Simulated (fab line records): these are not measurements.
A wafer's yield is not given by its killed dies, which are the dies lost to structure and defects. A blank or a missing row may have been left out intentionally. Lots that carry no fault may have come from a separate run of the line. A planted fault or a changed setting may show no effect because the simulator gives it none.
Which tool was responsible? :: flow gf180mcu :: Sampling: 11 lots, 33 wafers, 6 of 602 route steps

== WHAT THE GAUGES READ, wafer by wafer ==
GF_HV_LDD_THK_MEAS_55. Usual: HV_LDD_CVD_54_THK 9.93 nm, standard deviation 0.15.
lot: L554
measured: day 12 11:00
on: filmMetro-01
HV_LDD_CVD_54_THK (nm): 10.26 10.19 10.26
flag: 

lot: L555
measured: day 12 23:08
on: filmMetro-04
HV_LDD_CVD_54_THK (nm): 9.94 9.93 10.00
flag: 

lot: L556
measured: day 13 03:19
on: filmMetro-01
HV_LDD_CVD_54_THK (nm): 9.96 10.06 10.07
flag: 

lot: L557
measured: day 13 12:38
on: filmMetro-04
HV_LDD_CVD_54_THK (nm): 9.99 9.97 9.94
flag: 

lot: L561
measured: day 14 20:39
on: filmMetro-02
HV_LDD_CVD_54_THK (nm): 10.19 10.16 10.09
flag: 

lot: L563
measured: day 15 08:41
on: filmMetro-01
HV_LDD_CVD_54_THK (nm): 9.93 9.85 10.04
flag: 

lot: L566
measured: day 16 12:17
on: filmMetro-01
HV_LDD_CVD_54_THK (nm): 10.10 10.18 10.05
flag: 

lot: L571
measured: day 18 09:01
on: filmMetro-02
HV_LDD_CVD_54_THK (nm): 9.91 10.05 9.90
flag: 

lot: L572
measured: day 18 19:23
on: filmMetro-02
HV_LDD_CVD_54_THK (nm): 9.93 9.79 9.80
flag: 

lot: L573
measured: day 18 21:42
on: filmMetro-02
HV_LDD_CVD_54_THK (nm): 10.02 9.91 9.83
flag: 

lot: L574
measured: day 19 06:46
on: filmMetro-02
HV_LDD_CVD_54_THK (nm): 9.62 9.59 9.76
flag: 

GF_PSD_RS_MEAS_15: the measuring method here is four-point-probe. Usual: PSD_RS 108.6 ohm/sq, standard deviation 0.34.
lot: L554
measured: day 14 04:47
on: filmMetro-02
PSD_RS (ohm/sq): 108.9 109.1 109.2
flag: 

lot: L555
measured: day 14 17:54
on: filmMetro-04
PSD_RS (ohm/sq): 108.2 107.8 108.3
flag: 

lot: L556
measured: day 14 22:14
on: filmMetro-03
PSD_RS (ohm/sq): 109.3 108.7 108.5
flag: 

lot: L557
measured: day 15 08:26
on: filmMetro-04
PSD_RS (ohm/sq): 108.5 108.4 108.9
flag: 

lot: L561
measured: day 16 18:08
on: filmMetro-03
PSD_RS (ohm/sq): 108.5 108.9 108.9
flag: 

lot: L563
measured: day 17 07:12
on: filmMetro-02
PSD_RS (ohm/sq): 110.8 110.9 111.3 110.8 111.2 110.8
flag: OFF

lot: L566
measured: day 18 14:23
on: filmMetro-04
PSD_RS (ohm/sq): 108.6 108.8 108.8
flag: 

lot: L571
measured: day 20 12:16
on: filmMetro-03
PSD_RS (ohm/sq): 108.3 108.4 108.2
flag: 

lot: L572
measured: day 20 22:07
on: filmMetro-04
PSD_RS (ohm/sq): 108.2 108.3 108.4
flag: 

lot: L573
measured: day 20 23:55
on: filmMetro-03
PSD_RS (ohm/sq): 108.4 108.6 108.3
flag: 

lot: L574
measured: day 21 09:42
on: filmMetro-02
PSD_RS (ohm/sq): 108.5 108.5 109.2
flag: 

GF_SALICIDE_RS_MEAS_04: the measuring method here is four-point-probe. Usual: SALICIDE_TIN_RS 16.3 ohm/sq, standard deviation 0.4.
lot: L554
measured: day 15 02:21
on: filmMetro-02
SALICIDE_TIN_RS (ohm/sq): 16.7 16.6 16.7
flag: 

lot: L555
measured: day 15 15:46
on: filmMetro-01
SALICIDE_TIN_RS (ohm/sq): 16.0 15.8 15.9
flag: 

lot: L556
measured: day 15 20:23
on: filmMetro-03
SALICIDE_TIN_RS (ohm/sq): 15.7 16.6 15.7
flag: 

lot: L557
measured: day 16 06:37
on: filmMetro-01
SALICIDE_TIN_RS (ohm/sq): 15.6 16.5 16.3
flag: 

lot: L561
measured: day 17 18:31
on: filmMetro-02
SALICIDE_TIN_RS (ohm/sq): 15.8 16.8 16.9
flag: 

lot: L563
measured: day 18 06:38
on: filmMetro-01
SALICIDE_TIN_RS (ohm/sq): 15.7 16.8 16.0
flag: 

lot: L566
measured: day 19 15:55
on: filmMetro-02
SALICIDE_TIN_RS (ohm/sq): 16.5 16.1 16.3
flag: 

lot: L571
measured: day 21 12:19
on: filmMetro-02
SALICIDE_TIN_RS (ohm/sq): 17.2 17.0 17.3
flag: 

lot: L572
measured: day 21 21:34
on: filmMetro-01
SALICIDE_TIN_RS (ohm/sq): 16.1 16.2 16.0
flag: 

lot: L573
measured: day 22 00:19
on: filmMetro-03
SALICIDE_TIN_RS (ohm/sq): 16.9 16.5 16.8
flag: 

lot: L574
measured: day 22 09:51
on: filmMetro-03
SALICIDE_TIN_RS (ohm/sq): 16.5 17.0 16.0
flag: 

== TOOL THAT RAN EACH LOT (tool first, then ch and the chambers of the sampled wafers, then the start) ==
lot: L554
GF_PSD_IMPLANT_09: implanter-04 ch 0, day 14 04:14
GF_PSD_STRIP_10: plasmaAsher-01 ch 0,1, day 14 04:22
GF_SALICIDE_SPUTTER_02: pvdSputter-01, day 15 02:15

lot: L555
GF_PSD_IMPLANT_09: implanter-03 ch 0, day 14 17:20
GF_PSD_STRIP_10: plasmaAsher-02 ch 0,1, day 14 17:29
GF_SALICIDE_SPUTTER_02: pvdSputter-01, day 15 15:43

lot: L556
GF_PSD_IMPLANT_09: implanter-01 ch 0, day 14 21:41
GF_PSD_STRIP_10: plasmaAsher-01 ch 0,1, day 14 21:49
GF_SALICIDE_SPUTTER_02: pvdSputter-02, day 15 20:19

lot: L557
GF_PSD_IMPLANT_09: implanter-03 ch 0, day 15 07:52
GF_PSD_STRIP_10: plasmaAsher-02 ch 0,1, day 15 07:59
GF_SALICIDE_SPUTTER_02: pvdSputter-03, day 16 06:32

lot: L561
GF_PSD_IMPLANT_09: implanter-01 ch 0, day 16 17:35
GF_PSD_STRIP_10: plasmaAsher-02 ch 0,1, day 16 17:43
GF_SALICIDE_SPUTTER_02: pvdSputter-03, day 17 18:25

lot: L563
GF_PSD_IMPLANT_09: implanter-01 ch 0, day 17 06:38
GF_PSD_STRIP_10: plasmaAsher-01 ch 0,1, day 17 06:47
GF_SALICIDE_SPUTTER_02: pvdSputter-02, day 18 06:35

lot: L566
GF_PSD_IMPLANT_09: implanter-03 ch 0, day 18 13:50
GF_PSD_STRIP_10: plasmaAsher-01 ch 0,1, day 18 13:58
GF_SALICIDE_SPUTTER_02: pvdSputter-03, day 19 15:49

lot: L571
GF_PSD_IMPLANT_09: implanter-01 ch 0, day 20 11:41
GF_PSD_STRIP_10: plasmaAsher-02 ch 0,1, day 20 11:50
GF_SALICIDE_SPUTTER_02: pvdSputter-01, day 21 12:16

lot: L572
GF_PSD_IMPLANT_09: implanter-01 ch 0, day 20 21:34
GF_PSD_STRIP_10: plasmaAsher-03 ch 0,1, day 20 21:41
GF_SALICIDE_SPUTTER_02: pvdSputter-01, day 21 21:29

lot: L573
GF_PSD_IMPLANT_09: implanter-01 ch 0, day 20 23:21
GF_PSD_STRIP_10: plasmaAsher-02 ch 0,1, day 20 23:29
GF_SALICIDE_SPUTTER_02: pvdSputter-02, day 22 00:14

lot: L574
GF_PSD_IMPLANT_09: implanter-01 ch 0, day 21 09:08
GF_PSD_STRIP_10: plasmaAsher-03 ch 0,1, day 21 09:16
GF_SALICIDE_SPUTTER_02: pvdSputter-02, day 22 09:46
- GF_PSD_IMPLANT_09
- GF_PSD_STRIP_10: strips in O2/N2.
- GF_SALICIDE_SPUTTER_02: material Co, target thk 10 nm, time 20 s.

== WHAT THE TOOLS THEMSELVES READ (means of the sampled wafers that have a number; where no wafer has one, the mark that the record gives instead) ==
GF_PSD_IMPLANT_09. Usual: beamEnergyKeV 39.998, standard deviation 0.012; tiltDeg 6.999 degrees, standard deviation 0.021.
lot: L554
tool: implanter-04
beamEnergyKeV: 40.013
tiltDeg (degrees): 6.995
flag: 

lot: L555
tool: implanter-03
beamEnergyKeV: 39.985
tiltDeg (degrees): 7.008
flag: 

lot: L556
tool: implanter-01
beamEnergyKeV: 39.993
tiltDeg (degrees): 7.003
flag: 

lot: L557
tool: implanter-03
beamEnergyKeV: 40.004
tiltDeg (degrees): 6.960
flag: 

lot: L561
tool: implanter-01
beamEnergyKeV: 40.008
tiltDeg (degrees): 7.008
flag: 

lot: L563
tool: implanter-01
beamEnergyKeV: 38.421
tiltDeg (degrees): 7.035
flag: OFF

lot: L566
tool: implanter-03
beamEnergyKeV: 40.004
tiltDeg (degrees): 6.971
flag: 

lot: L571
tool: implanter-01
beamEnergyKeV: 39.998
tiltDeg (degrees): 6.974
flag: 

lot: L572
tool: implanter-01
beamEnergyKeV: 40.001
tiltDeg (degrees): 6.990
flag: 

lot: L573
tool: implanter-01
beamEnergyKeV: 39.998
tiltDeg (degrees): 6.990
flag: 

lot: L574
tool: implanter-01
beamEnergyKeV: 39.993
tiltDeg (degrees): 6.970
flag: 

GF_PSD_STRIP_10. Usual: drypumpMotorCurrentA 5.7 A, standard deviation 0.52; heaterPowerW 335 W, standard deviation 21; n2FlowSccm 300.0 sccm, standard deviation 0.98; oesProductAu 0.592 a.u., standard deviation 0.004; stripTimeToEndpointS 16.54 s, standard deviation 0.031.
lot: L554
tool: plasmaAsher-01
drypumpMotorCurrentA (A): 5.3
heaterPowerW (W): 332
n2FlowSccm (sccm): 300.2
oesProductAu (a.u.): 0.589
stripTimeToEndpointS (s): 16.53
flag: 

lot: L555
tool: plasmaAsher-02
drypumpMotorCurrentA (A): 6.3
heaterPowerW (W): 351
n2FlowSccm (sccm): 300.5
oesProductAu (a.u.): 0.593
stripTimeToEndpointS (s): 16.49
flag: 

lot: L556
tool: plasmaAsher-01
drypumpMotorCurrentA (A): 5.5
heaterPowerW (W): 320
n2FlowSccm (sccm): 300.4
oesProductAu (a.u.): 0.594
stripTimeToEndpointS (s): 16.53
flag: 

lot: L557
tool: plasmaAsher-02
drypumpMotorCurrentA (A): 6.3
heaterPowerW (W): 349
n2FlowSccm (sccm): 300.2
oesProductAu (a.u.): 0.592
stripTimeToEndpointS (s): 16.56
flag: 

lot: L561
tool: plasmaAsher-02
drypumpMotorCurrentA (A): 5.9
heaterPowerW (W): 363
n2FlowSccm (sccm): 300.3
oesProductAu (a.u.): 0.594
stripTimeToEndpointS (s): 16.54
flag: 

lot: L563
tool: plasmaAsher-01
drypumpMotorCurrentA (A): 5.3
heaterPowerW (W): 328
n2FlowSccm (sccm): 298.6
oesProductAu (a.u.): 0.596
stripTimeToEndpointS (s): 16.38
flag: OFF

lot: L566
tool: plasmaAsher-01
drypumpMotorCurrentA (A): 5.5
heaterPowerW (W): 324
n2FlowSccm (sccm): 299.7
oesProductAu (a.u.): 0.595
stripTimeToEndpointS (s): 16.58
flag: 

lot: L571
tool: plasmaAsher-02
drypumpMotorCurrentA (A): 5.9
heaterPowerW (W): 361
n2FlowSccm (sccm): 300.7
oesProductAu (a.u.): 0.591
stripTimeToEndpointS (s): 16.57
flag: 

lot: L572
tool: plasmaAsher-03
drypumpMotorCurrentA (A): 5.5
heaterPowerW (W): 312
n2FlowSccm (sccm): 300.0
oesProductAu (a.u.): 0.595
stripTimeToEndpointS (s): 16.54
flag: 

lot: L573
tool: plasmaAsher-02
drypumpMotorCurrentA (A): 5.9
heaterPowerW (W): 357
n2FlowSccm (sccm): 300.4
oesProductAu (a.u.): 0.594
stripTimeToEndpointS (s): 16.52
flag: 

lot: L574
tool: plasmaAsher-03
drypumpMotorCurrentA (A): 5.7
heaterPowerW (W): 314
n2FlowSccm (sccm): 299.9
oesProductAu (a.u.): 0.593
stripTimeToEndpointS (s): 16.51
flag: 

GF_SALICIDE_SPUTTER_02. Usual: cathodeDcPowerW 999.99 W, standard deviation 0.18; throttleValvePct 30.0 %, standard deviation 0.65.
lot: L554
tool: pvdSputter-01
cathodeDcPowerW (W): 999.93
throttleValvePct (%): 28.9
flag: 

lot: L555
tool: pvdSputter-01
cathodeDcPowerW (W): 1000.02
throttleValvePct (%): 29.4
flag: 

lot: L556
tool: pvdSputter-02
cathodeDcPowerW (W): 999.84
throttleValvePct (%): 30.8
flag: 

lot: L557
tool: pvdSputter-03
cathodeDcPowerW (W): 999.95
throttleValvePct (%): 30.0
flag: 

lot: L561
tool: pvdSputter-03
cathodeDcPowerW (W): 999.78
throttleValvePct (%): 29.7
flag: 

lot: L563
tool: pvdSputter-02
cathodeDcPowerW (W): 1000.09
throttleValvePct (%): 30.3
flag: 

lot: L566
tool: pvdSputter-03
cathodeDcPowerW (W): 1000.03
throttleValvePct (%): 30.5
flag: 

lot: L571
tool: pvdSputter-01
cathodeDcPowerW (W): 999.95
throttleValvePct (%): 29.3
flag: 

lot: L572
tool: pvdSputter-01
cathodeDcPowerW (W): 999.96
throttleValvePct (%): 29.8
flag: 

lot: L573
tool: pvdSputter-02
cathodeDcPowerW (W): 1000.13
throttleValvePct (%): 30.1
flag: 

lot: L574
tool: pvdSputter-02
cathodeDcPowerW (W): 999.89
throttleValvePct (%): 30.1
flag: 

== THE ANSWER, worked out from the rows above alone ==
Rule: a lot counts as off when the mean over its wafers that have a number is more than 3 standard deviations away from the usual mean. A lot without any number at a reading at which 4 lots or more have one is off too. The other lots that the step has rows for count as sound. Order of review: gauges by route order, followed by the tools' own readings, for which a lot's mean as printed above is used. At the first step where some lot is off, the reading lying furthest off is the one used; lots without a number count as furthest.
Off: L563, at GF_PSD_RS_MEAS_15 (PSD_RS).
A tool fits if, at a process step before that reading, it ran every lot that is off, and no sound lot after the first of them. The gauges at GF_PSD_RS_MEAS_15 aren't tried: what is off there is off at GF_PSD_IMPLANT_09 too, on other tools, and a gauge's error can't cause that. No candidate that was tried fits.

== WHAT WAS PUT IN BY THE SIMULATOR ==
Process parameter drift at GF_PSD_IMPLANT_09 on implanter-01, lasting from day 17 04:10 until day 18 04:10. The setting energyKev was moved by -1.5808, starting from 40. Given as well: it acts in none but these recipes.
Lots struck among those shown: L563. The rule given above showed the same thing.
